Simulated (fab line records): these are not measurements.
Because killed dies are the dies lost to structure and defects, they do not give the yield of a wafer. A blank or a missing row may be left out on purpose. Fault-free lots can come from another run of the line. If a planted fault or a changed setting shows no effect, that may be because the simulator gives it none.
A sampling plan put to the test | flow sky130 | one fab line, 61 faults that these records tell of, each judged on the records of the lots that it struck
The line's own looks make up the plan; these are the steps of the route where a gauge or inspection reads the wafer and leaves it unchanged. A look is open to judgement when struck wafers have a number at it and the file gives its usual mean and standard deviation on fault-free wafers. Caught: the struck wafers' mean, at a look after the fault's first step, is 4 or more of those standard deviations (sigma) away from the usual mean. On the tool: the identical test, applied to the tool's own readings at the steps of the fault. Caught also covers a different recipe on the struck wafers, or a record left blank for those wafers only.

THE FAULTS, as the simulator had put them in
1. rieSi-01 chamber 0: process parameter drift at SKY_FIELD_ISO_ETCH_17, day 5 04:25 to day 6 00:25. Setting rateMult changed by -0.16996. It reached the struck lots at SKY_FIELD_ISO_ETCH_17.
2. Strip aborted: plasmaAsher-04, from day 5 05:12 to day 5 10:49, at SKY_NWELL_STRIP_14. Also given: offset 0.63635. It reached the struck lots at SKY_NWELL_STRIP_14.
3. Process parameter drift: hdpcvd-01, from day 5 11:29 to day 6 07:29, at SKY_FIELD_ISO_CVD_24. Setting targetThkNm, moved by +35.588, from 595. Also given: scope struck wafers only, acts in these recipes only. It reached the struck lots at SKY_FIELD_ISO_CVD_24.
4. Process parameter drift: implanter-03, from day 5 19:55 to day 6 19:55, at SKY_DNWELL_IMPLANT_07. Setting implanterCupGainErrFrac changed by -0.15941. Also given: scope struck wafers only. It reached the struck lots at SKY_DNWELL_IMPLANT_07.
5. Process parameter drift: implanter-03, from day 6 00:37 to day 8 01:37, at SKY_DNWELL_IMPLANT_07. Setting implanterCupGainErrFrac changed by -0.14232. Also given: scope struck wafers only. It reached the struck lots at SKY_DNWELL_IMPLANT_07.
6. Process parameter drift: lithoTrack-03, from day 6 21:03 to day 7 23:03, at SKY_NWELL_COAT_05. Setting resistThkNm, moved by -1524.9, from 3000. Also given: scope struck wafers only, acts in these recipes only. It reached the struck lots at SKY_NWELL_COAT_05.
7. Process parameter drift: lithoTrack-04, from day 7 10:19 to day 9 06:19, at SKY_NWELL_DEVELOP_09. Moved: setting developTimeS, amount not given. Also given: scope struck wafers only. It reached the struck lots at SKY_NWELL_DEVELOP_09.
8. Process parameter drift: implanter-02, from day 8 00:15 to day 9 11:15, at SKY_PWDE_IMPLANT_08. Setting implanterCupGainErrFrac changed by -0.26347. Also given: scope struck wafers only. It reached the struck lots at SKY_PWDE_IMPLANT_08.
9. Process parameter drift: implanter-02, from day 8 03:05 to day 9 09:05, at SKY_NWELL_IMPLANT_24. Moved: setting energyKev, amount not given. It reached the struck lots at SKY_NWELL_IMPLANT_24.
10. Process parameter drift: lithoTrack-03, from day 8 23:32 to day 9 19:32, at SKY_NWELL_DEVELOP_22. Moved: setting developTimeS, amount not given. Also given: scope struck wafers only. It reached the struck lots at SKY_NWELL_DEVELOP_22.
11. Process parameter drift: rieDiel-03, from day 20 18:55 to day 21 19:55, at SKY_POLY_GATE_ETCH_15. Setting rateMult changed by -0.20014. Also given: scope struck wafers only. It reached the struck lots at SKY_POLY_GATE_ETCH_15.
12. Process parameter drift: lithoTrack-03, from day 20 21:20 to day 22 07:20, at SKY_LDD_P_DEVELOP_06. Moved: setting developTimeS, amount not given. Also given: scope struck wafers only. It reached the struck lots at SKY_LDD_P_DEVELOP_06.
13. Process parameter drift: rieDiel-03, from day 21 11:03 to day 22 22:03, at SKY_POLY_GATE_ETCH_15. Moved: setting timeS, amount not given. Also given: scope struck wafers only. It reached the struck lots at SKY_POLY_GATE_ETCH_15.
14. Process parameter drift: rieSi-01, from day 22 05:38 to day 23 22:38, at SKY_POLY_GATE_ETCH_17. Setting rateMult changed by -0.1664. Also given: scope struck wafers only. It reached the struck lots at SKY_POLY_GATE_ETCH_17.
15. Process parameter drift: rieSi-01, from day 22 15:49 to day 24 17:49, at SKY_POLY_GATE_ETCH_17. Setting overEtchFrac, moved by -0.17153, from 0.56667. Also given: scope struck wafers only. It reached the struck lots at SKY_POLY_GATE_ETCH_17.
16. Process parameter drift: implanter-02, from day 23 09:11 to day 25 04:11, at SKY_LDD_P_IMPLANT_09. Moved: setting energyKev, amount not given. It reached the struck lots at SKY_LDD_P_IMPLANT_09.
17. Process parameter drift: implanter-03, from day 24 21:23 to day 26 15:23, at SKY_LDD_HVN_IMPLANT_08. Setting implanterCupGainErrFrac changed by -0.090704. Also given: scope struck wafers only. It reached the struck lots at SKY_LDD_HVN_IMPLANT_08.
18. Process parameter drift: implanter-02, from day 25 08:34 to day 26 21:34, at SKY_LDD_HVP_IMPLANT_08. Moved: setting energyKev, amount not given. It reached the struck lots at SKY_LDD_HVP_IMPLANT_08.
19. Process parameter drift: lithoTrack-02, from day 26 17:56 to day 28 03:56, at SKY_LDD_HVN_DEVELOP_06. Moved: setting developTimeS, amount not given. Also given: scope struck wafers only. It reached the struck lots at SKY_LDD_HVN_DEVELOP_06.
20. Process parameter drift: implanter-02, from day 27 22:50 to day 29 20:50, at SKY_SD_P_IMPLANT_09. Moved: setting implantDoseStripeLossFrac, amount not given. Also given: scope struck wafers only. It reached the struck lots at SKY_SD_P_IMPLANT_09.
21. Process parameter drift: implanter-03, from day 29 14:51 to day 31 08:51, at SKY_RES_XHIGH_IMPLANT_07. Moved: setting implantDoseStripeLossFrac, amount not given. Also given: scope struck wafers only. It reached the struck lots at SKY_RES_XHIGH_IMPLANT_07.
22. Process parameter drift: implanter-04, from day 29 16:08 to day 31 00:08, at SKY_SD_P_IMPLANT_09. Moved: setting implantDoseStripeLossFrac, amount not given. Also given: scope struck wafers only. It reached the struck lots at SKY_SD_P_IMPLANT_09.
23. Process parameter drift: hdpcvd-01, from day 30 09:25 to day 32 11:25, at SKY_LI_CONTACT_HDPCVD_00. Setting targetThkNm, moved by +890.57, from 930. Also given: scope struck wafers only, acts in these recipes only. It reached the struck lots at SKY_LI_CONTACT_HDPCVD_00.
24. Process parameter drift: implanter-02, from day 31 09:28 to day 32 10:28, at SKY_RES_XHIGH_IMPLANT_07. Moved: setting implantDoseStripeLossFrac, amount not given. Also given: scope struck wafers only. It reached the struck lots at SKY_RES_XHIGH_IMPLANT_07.
25. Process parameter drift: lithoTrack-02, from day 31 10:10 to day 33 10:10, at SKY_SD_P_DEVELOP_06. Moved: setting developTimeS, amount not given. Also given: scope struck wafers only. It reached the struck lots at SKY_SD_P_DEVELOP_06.
26. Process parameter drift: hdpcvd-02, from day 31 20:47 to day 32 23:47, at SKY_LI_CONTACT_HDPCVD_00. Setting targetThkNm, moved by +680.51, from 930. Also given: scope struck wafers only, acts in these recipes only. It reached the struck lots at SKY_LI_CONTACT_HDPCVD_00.
27. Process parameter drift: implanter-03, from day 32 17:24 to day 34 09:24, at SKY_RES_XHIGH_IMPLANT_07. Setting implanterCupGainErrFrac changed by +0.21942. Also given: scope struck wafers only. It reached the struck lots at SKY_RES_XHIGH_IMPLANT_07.
28. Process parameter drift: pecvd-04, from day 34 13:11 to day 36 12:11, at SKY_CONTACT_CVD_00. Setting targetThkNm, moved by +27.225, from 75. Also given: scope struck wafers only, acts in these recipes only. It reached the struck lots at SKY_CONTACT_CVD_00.
29. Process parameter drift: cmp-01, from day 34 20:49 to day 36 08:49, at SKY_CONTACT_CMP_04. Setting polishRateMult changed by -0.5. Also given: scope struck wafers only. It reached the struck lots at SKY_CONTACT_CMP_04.
30. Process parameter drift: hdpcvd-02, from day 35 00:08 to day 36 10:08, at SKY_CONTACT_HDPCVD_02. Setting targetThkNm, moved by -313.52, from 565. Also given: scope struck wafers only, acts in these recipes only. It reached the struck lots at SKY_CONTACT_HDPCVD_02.
31. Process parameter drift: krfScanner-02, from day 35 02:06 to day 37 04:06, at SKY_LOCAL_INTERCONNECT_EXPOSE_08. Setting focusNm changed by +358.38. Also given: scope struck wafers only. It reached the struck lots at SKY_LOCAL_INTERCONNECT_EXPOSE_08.
32. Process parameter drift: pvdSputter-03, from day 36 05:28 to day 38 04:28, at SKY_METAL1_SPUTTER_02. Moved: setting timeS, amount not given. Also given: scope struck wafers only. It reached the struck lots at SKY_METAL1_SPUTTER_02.
33. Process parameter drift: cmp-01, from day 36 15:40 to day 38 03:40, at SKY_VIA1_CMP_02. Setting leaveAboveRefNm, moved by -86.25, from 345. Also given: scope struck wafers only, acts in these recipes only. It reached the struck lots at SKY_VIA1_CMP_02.
34. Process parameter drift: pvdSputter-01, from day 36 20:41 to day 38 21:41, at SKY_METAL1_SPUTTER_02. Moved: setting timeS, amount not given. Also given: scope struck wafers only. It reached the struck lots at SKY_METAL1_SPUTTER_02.
35. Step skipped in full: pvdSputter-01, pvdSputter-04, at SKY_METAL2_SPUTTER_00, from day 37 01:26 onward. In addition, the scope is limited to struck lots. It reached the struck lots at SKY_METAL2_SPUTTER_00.
36. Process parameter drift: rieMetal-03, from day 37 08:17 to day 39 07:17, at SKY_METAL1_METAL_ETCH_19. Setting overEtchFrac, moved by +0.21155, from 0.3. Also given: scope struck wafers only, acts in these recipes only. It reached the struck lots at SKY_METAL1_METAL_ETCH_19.
37. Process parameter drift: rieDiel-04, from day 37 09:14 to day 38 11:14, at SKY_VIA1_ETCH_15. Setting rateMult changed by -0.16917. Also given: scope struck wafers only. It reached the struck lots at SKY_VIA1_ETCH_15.
38. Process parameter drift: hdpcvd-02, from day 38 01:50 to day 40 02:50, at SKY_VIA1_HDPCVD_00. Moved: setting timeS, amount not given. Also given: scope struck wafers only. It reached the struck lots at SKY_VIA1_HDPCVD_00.
39. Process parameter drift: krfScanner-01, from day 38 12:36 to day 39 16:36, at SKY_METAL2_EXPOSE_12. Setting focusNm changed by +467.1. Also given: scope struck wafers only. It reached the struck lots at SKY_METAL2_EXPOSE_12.
40. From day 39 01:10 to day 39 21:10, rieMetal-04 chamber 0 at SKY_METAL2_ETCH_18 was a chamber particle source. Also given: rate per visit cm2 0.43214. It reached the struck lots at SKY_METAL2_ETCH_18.
41. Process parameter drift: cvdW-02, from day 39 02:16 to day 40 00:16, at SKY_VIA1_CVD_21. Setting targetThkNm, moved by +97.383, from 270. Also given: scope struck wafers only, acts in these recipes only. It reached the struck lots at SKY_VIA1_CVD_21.
42. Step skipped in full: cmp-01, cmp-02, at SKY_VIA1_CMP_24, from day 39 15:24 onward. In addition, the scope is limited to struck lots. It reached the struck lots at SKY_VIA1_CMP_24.
43. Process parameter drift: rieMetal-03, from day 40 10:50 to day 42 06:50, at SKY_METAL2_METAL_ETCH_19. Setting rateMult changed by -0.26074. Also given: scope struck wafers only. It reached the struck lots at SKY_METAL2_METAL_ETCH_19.
44. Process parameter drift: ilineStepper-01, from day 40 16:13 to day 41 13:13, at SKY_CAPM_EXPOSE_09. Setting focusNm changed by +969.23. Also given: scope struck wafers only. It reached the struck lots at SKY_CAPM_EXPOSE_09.
45. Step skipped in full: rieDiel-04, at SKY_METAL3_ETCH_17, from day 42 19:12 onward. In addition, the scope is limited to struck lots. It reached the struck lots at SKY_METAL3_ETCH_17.
46. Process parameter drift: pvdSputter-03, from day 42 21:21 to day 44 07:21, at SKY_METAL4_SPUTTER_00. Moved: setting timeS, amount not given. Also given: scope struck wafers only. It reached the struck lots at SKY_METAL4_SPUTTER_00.
47. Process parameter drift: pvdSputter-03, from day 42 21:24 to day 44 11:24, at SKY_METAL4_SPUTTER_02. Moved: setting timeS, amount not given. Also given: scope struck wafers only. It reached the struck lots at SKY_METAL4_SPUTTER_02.
48. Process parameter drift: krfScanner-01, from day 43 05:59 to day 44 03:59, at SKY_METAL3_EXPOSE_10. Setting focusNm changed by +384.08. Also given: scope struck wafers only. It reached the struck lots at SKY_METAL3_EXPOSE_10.
49. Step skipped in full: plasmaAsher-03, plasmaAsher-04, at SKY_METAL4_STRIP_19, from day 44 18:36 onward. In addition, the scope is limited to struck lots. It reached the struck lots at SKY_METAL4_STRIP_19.
50. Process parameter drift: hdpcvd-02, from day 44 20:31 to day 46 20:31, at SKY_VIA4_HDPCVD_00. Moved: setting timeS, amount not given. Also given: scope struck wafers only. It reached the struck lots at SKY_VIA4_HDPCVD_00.
51. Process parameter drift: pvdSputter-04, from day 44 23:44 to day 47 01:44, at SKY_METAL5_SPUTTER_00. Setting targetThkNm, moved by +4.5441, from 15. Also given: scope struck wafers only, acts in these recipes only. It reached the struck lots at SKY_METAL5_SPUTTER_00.
52. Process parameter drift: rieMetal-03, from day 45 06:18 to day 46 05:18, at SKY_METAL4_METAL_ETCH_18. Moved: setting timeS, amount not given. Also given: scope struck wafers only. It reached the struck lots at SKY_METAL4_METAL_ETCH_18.
53. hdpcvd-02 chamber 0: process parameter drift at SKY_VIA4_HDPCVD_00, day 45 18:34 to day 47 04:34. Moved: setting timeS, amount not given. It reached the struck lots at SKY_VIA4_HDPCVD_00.
54. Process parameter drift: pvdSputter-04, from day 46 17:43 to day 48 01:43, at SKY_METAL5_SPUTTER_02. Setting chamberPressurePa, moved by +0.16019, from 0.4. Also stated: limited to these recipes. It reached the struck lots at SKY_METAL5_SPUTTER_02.
55. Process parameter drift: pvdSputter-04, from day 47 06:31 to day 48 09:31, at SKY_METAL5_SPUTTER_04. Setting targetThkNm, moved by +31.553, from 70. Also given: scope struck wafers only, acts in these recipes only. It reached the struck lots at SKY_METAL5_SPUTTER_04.
56. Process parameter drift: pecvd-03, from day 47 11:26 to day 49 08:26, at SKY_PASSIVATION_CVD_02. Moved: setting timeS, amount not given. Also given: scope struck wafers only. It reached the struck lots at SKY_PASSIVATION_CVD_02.
57. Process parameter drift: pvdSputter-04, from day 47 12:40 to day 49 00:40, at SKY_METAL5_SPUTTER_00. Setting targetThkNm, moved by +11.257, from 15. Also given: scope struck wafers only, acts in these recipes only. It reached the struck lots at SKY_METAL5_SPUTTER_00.
58. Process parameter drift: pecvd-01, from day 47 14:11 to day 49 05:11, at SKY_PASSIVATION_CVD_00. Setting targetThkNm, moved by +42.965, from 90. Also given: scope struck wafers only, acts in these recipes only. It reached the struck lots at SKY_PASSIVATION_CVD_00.
59. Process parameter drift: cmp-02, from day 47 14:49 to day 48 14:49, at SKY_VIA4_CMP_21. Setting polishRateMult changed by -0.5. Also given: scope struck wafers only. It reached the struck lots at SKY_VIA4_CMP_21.
60. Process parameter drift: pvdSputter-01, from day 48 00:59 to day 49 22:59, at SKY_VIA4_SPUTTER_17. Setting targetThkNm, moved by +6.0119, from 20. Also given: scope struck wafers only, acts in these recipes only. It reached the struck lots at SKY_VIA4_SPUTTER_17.
61. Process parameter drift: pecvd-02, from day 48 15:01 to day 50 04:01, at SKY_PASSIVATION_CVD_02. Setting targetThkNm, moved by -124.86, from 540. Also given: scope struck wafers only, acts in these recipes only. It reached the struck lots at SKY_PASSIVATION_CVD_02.

WHAT THE PLAN SAW
fault | on the tool itself                               | first look that catches it                      | reading, sigma                                        | median hours from its first step to that look | hours from the fault's start to the first struck lot there | judged looks passed uncaught
1     | oesProductAu -7.3 sigma                          | none of the 2 looks that can be judged after it | -                                                     | -                                             | -                                                          | 2
2     | oesProductAu +47 sigma                           | SKY_NWELL_TW_MEAS_26                            | NWELL_2_TW -99 or beyond                              | 19.0                                          | 25                                                         | 0
3     | no reading that can be judged                    | SKY_FIELD_ISO_THK_MEAS_25                       | FIELD_ISO_CVD_24_THK +5.7                             | 0.1                                           | 0                                                          | 0
4     | no reading that can be judged                    | SKY_DNWELL_TW_MEAS_09                           | DNWELL_TW +6.0                                        | 0.2                                           | 4                                                          | 0
5     | no reading that can be judged                    | SKY_DNWELL_TW_MEAS_09                           | DNWELL_TW +5.3                                        | 0.2                                           | 1                                                          | 0
6     | no reading that can be judged                    | not the one look that can be judged after it    | -                                                     | -                                             | -                                                          | 1
7     | under 2 sigma                                    | SKY_NWELL_TW_MEAS_15                            | NWELL_TW -99 or beyond                                | 0.7                                           | 6                                                          | 0
8     | beamOnS +16 sigma                                | SKY_PWDE_TW_MEAS_10                             | PWDE_TW +11                                           | 0.2                                           | 7                                                          | 0
9     | beamEnergyKeV +99 or beyond sigma                | no look after it can be judged                  | -                                                     | -                                             | -                                                          | 0
10    | under 2 sigma                                    | not the one look that can be judged after it    | -                                                     | -                                             | -                                                          | 1
11    | under 2 sigma                                    | no look after it can be judged                  | -                                                     | -                                             | -                                                          | 0
12    | under 2 sigma                                    | SKY_LDD_P_CD_MEAS_07                            | cdNm +9.3                                             | 0.2                                           | 1                                                          | 0
13    | runLengthS +58 sigma                             | not the one look that can be judged after it    | -                                                     | -                                             | -                                                          | 1
14    | oesProductAu -12 sigma                           | no look after it can be judged                  | -                                                     | -                                             | -                                                          | 0
15    | under 2 sigma                                    | no look after it can be judged                  | -                                                     | -                                             | -                                                          | 0
16    | beamEnergyKeV -99 or beyond sigma                | SKY_LDD_P_TW_MEAS_11                            | LDD_P_TW -8.3                                         | 0.2                                           | 2                                                          | 0
17    | beamOnS +5.0 sigma                               | no look after it can be judged                  | -                                                     | -                                             | -                                                          | 0
18    | beamEnergyKeV +99 or beyond sigma                | SKY_LDD_HVP_TW_MEAS_10                          | LDD_HVP_TW +4.3                                       | 0.2                                           | 10                                                         | 0
19    | under 2 sigma                                    | none of the 3 looks that can be judged after it | strongest: LDD_HVN_TW at SKY_LDD_HVN_TW_MEAS_10, -3.1 | -                                             | -                                                          | 3
20    | no reading that can be judged                    | none of the 6 looks that can be judged after it | -                                                     | -                                             | -                                                          | 6
21    | under 2 sigma                                    | SKY_RES_XHIGH_TW_MEAS_09                        | RES_XHIGH_TW -7.5                                     | 0.2                                           | 27                                                         | 0
22    | under 2 sigma                                    | not the one look that can be judged after it    | strongest: SD_P_RS at SKY_SD_N_RS_MEAS_17, +3.6       | -                                             | -                                                          | 1
23    | under 2 sigma                                    | SKY_LI_CONTACT_THK_MEAS_01                      | LI_CONTACT_HDPCVD_THK +88                             | 0.1                                           | 17                                                         | 0
24    | under 2 sigma                                    | SKY_SD_N_RS_MEAS_18                             | RES_XHIGH_RS +5.0                                     | 28.8                                          | 40                                                         | 1
25    | no reading that can be judged                    | SKY_SD_P_TW_MEAS_11                             | SD_P_TW -99 or beyond                                 | 0.5                                           | 9                                                          | 0
26    | no reading that can be judged                    | SKY_LI_CONTACT_THK_MEAS_01                      | LI_CONTACT_HDPCVD_THK +66                             | 0.1                                           | 2                                                          | 0
27    | faradayCurrentUA +11 sigma                       | SKY_RES_XHIGH_TW_MEAS_09                        | RES_XHIGH_TW -4.2                                     | 0.2                                           | 5                                                          | 0
28    | under 2 sigma                                    | SKY_CONTACT_THK_MEAS_01                         | CONTACT_CVD_00_THK +23                                | 0.1                                           | 3                                                          | 0
29    | timeToEndpointS +4.7 sigma                       | no look after it can be judged                  | -                                                     | -                                             | -                                                          | 0
30    | no reading that can be judged                    | SKY_CONTACT_THK_MEAS_03                         | CONTACT_HDPCVD_THK -34                                | 0.1                                           | 9                                                          | 0
31    | no reading that can be judged                    | SKY_LOCAL_INTERCONNECT_CD_MEAS_11               | cdNm -59                                              | 13.1                                          | 16                                                         | 0
32    | under 2 sigma                                    | SKY_METAL1_RS_MEAS_05                           | METAL1_ALCU_RS +5.3                                   | 0.1                                           | 25                                                         | 0
33    | under 2 sigma                                    | not the one look that can be judged after it    | -                                                     | -                                             | -                                                          | 1
34    | under 2 sigma                                    | SKY_METAL1_RS_MEAS_05                           | METAL1_ALCU_RS -10                                    | 0.1                                           | 49                                                         | 0
35    | the tool's record is blank for the struck wafers | no look after it can be judged                  | -                                                     | -                                             | -                                                          | 0
36    | oesProductAu -10 sigma                           | no look after it can be judged                  | -                                                     | -                                             | -                                                          | 0
37    | oesProductAu -10 sigma                           | no look after it can be judged                  | -                                                     | -                                             | -                                                          | 0
38    | runLengthS +56 sigma                             | SKY_VIA1_THK_MEAS_01                            | VIA1_HDPCVD_THK +19                                   | 0.1                                           | 28                                                         | 0
39    | no reading that can be judged                    | no look after it can be judged                  | -                                                     | -                                             | -                                                          | 0
40    | under 2 sigma                                    | no look after it can be judged                  | -                                                     | -                                             | -                                                          | 0
41    | under 2 sigma                                    | SKY_VIA1_RS_MEAS_22                             | VIA1_W_RS -26                                         | 0.1                                           | 3                                                          | 0
42    | the tool's record is blank for the struck wafers | no look after it can be judged                  | -                                                     | -                                             | -                                                          | 0
43    | oesProductAu -4.0 sigma                          | no look after it can be judged                  | -                                                     | -                                             | -                                                          | 0
44    | no reading that can be judged                    | not the one look that can be judged after it    | -                                                     | -                                             | -                                                          | 1
45    | the tool's record is blank for the struck wafers | no look after it can be judged                  | -                                                     | -                                             | -                                                          | 0
46    | under 2 sigma                                    | no look after it can be judged                  | -                                                     | -                                             | -                                                          | 0
47    | under 2 sigma                                    | no look after it can be judged                  | -                                                     | -                                             | -                                                          | 0
48    | no reading that can be judged                    | SKY_METAL3_CD_MEAS_13                           | cdNm -54                                              | 10.1                                          | 11                                                         | 0
49    | the tool's record is blank for the struck wafers | no look after it can be judged                  | -                                                     | -                                             | -                                                          | 0
50    | runLengthS +40 sigma                             | SKY_VIA4_THK_MEAS_01                            | VIA4_HDPCVD_THK +8.6                                  | 0.2                                           | 6                                                          | 0
51    | under 2 sigma                                    | none of the 4 looks that can be judged after it | -                                                     | -                                             | -                                                          | 4
52    | runLengthS +21 sigma                             | no look after it can be judged                  | -                                                     | -                                             | -                                                          | 0
53    | runLengthS +99 or beyond sigma                   | SKY_VIA4_THK_MEAS_01                            | VIA4_HDPCVD_THK +29                                   | 0.2                                           | 8                                                          | 0
54    | chamberPressurePa +99 or beyond sigma            | SKY_METAL5_RS_MEAS_05                           | METAL5_ALCU_RS +10                                    | 0.1                                           | 7                                                          | 0
55    | under 2 sigma                                    | SKY_METAL5_THK_MEAS_06                          | METAL5_ALCU_THK -6.0                                  | 0.2                                           | 6                                                          | 0
56    | under 2 sigma                                    | SKY_PASSIVATION_THK_MEAS_03                     | PASSIVATION_CVD_02_THK +4.7                           | 0.2                                           | 11                                                         | 0
57    | under 2 sigma                                    | no look after it can be judged                  | -                                                     | -                                             | -                                                          | 0
58    | under 2 sigma                                    | SKY_PASSIVATION_THK_MEAS_01                     | PASSIVATION_CVD_00_THK +32                            | 0.0                                           | 8                                                          | 0
59    | overpolishRunS -99 or beyond sigma               | no look after it can be judged                  | -                                                     | -                                             | -                                                          | 0
60    | under 2 sigma                                    | no look after it can be judged                  | -                                                     | -                                             | -                                                          | 0
61    | under 2 sigma                                    | SKY_PASSIVATION_THK_MEAS_03                     | PASSIVATION_CVD_02_THK -14                            | 0.2                                           | 2                                                          | 0
A dash: the fault is not caught, or the number is missing from these records.

Caught at a look: 30 of 61. Caught on the tool: 24 of 61. By one or the other: 45 of 61.
Faults caught by the tool alone: 1, 9, 13, 14, 17, 29, 35, 36, 37, 42, 43, 45, 49, 52, 59.
Caught at a look alone: faults 3, 4, 5, 7, 12, 21, 23, 24, 25, 26, 28, 30, 31, 32, 34, 41, 48, 55, 56, 58, 61.
Caught by neither: faults 6, 10, 11, 15, 19, 20, 22, 33, 39, 40, 44, 46, 47, 51, 57, 60.

THINNER SAMPLING
Were the look that catches a fault to measure just every second or every third lot (counted by lot number), the first struck lot would, at worst, be measured this late:
fault | struck lots at that look, in order of time | every lot | every second lot | every third lot
2     | L961                                       | 25 h      | may miss it      | may miss it
3     | L294, L295, L297                           | 0 h       | 10 h             | may miss all 3
4     | L925, L926, L928                           | 4 h       | 6 h              | may miss all 3
5     | L871, L873, L874                           | 1 h       | 21 h             | may miss all 3
7     | L460, L464                                 | 6 h       | may miss all 2   | may miss all 2
8     | L744, L746, L747                           | 7 h       | 23 h             | may miss all 3
12    | L748, L747                                 | 1 h       | 1 h              | may miss all 2
16    | L850, L853                                 | 2 h       | 5 h              | may miss all 2
18    | L857, L860                                 | 10 h      | 19 h             | may miss all 2
21    | L132, L136                                 | 27 h      | may miss all 2   | may miss all 2
23    | L536, L541                                 | 17 h      | 40 h             | may miss all 2
24    | L543, L542                                 | 40 h      | 43 h             | may miss all 2
25    | L738, L739                                 | 9 h       | 12 h             | may miss all 2
26    | L278, L280, L282                           | 2 h       | may miss all 3   | 8 h
27    | L869, L871, L873                           | 5 h       | may miss all 3   | 36 h
28    | L717, L719, L721                           | 3 h       | may miss all 3   | 36 h
30    | L410, L411, L414                           | 9 h       | 19 h             | may miss all 3
31    | L933, L934                                 | 16 h      | 22 h             | may miss all 2
32    | L934                                       | 25 h      | may miss it      | may miss it
34    | L778                                       | 49 h      | may miss it      | may miss it
38    | L550                                       | 28 h      | may miss it      | may miss it
41    | L366, L367, L368                           | 3 h       | 9 h              | 10 h
48    | L205                                       | 11 h      | may miss it      | may miss it
50    | L850                                       | 6 h       | may miss it      | may miss it
53    | L132, L134                                 | 8 h       | may miss all 2   | may miss all 2
54    | L536, L538, L539                           | 7 h       | 20 h             | may miss all 3
55    | L126                                       | 6 h       | may miss it      | may miss it
56    | L435                                       | 11 h      | may miss it      | may miss it
58    | L100, L102                                 | 8 h       | may miss all 2   | may miss all 2
61    | L368, L372, L371                           | 2 h       | 21 h             | may miss all 3
The hour figures run from when the fault began to the first measured lot among those it struck. The limit of 4 sigma was tested on all struck wafers together, so one lot alone may lie under it. Other struck lots may not be in these records.

THE LONGEST TIMED WAY FROM STEP TO LOOK
Fault 24: a median of 28.8 hours passes between SKY_RES_XHIGH_IMPLANT_07 and SKY_SD_N_RS_MEAS_18. The look between them that can be judged stayed within 4 sigma: SKY_SD_N_TW_MEAS_12.
